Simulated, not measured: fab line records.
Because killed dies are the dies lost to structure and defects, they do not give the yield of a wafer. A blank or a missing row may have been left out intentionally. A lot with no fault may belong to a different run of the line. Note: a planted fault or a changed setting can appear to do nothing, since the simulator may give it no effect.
Chamber matching	flow sfq line	4 sister chambers for SFQ_TRILAYER_L0_VIA_BARC_OPEN_VIA_ETCH_021 on rie diel-04
The step etches BARC in O2, target depth 125 nm, time 41.7 s. 8 wafers are shown with their chamber, then 7 later ones without.

== WAFERS PAIRED WITH THEIR CHAMBERS ==
wafer	chamber	drypump motor current A (A)	oes product au (a.u.)
L197.2	2	5.76	0.685
L197.5	2	5.75	0.681
L214.2	0	5.68	0.687
L214.4	3	5.81	0.682
L216.5	0	5.68	0.691
L216.6	1	5.37	0.691
L217.1	1	5.37	0.685
L217.5	3	5.79	0.686

== WAFERS WITHOUT THEIR CHAMBER ==
wafer	drypump motor current A (A)	oes product au (a.u.)
L217.6	5.80	0.691
L219.2	5.76	0.679
L219.3	5.71	0.685
L219.5	5.76	0.681
L220.1	5.81	0.693
L220.4	5.33	0.691
L220.5	5.69	0.686

== WHICH CHAMBER EACH WENT THROUGH ==
wafer	from the rows above	in truth
L217.6	3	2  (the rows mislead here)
L219.2	2	2
L219.3	can't be placed: 0 or 2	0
L219.5	2	2
L220.1	3	3
L220.4	1	1
L220.5	0	0
Correct placement for 5 of the 7. These rows do not allow placing 1 (true chamber among the candidates in 1). 1 placed wrongly.
How it was worked out, from the rows above alone: a wafer's distance from a chamber is the root of the sum, over the readings, of the square of ((its reading less the chamber's mean) divided by the reading's scatter). If the next closest chamber is less than 2 further off than the closest, the wafer can't be placed; otherwise it belongs to the closest. A chamber's mean is the mean of its shown wafers. How the scatter is found: for the shown wafers, subtract from each reading the mean of its chamber, square and add these, divide the total by (wafers less chambers), then take the root.
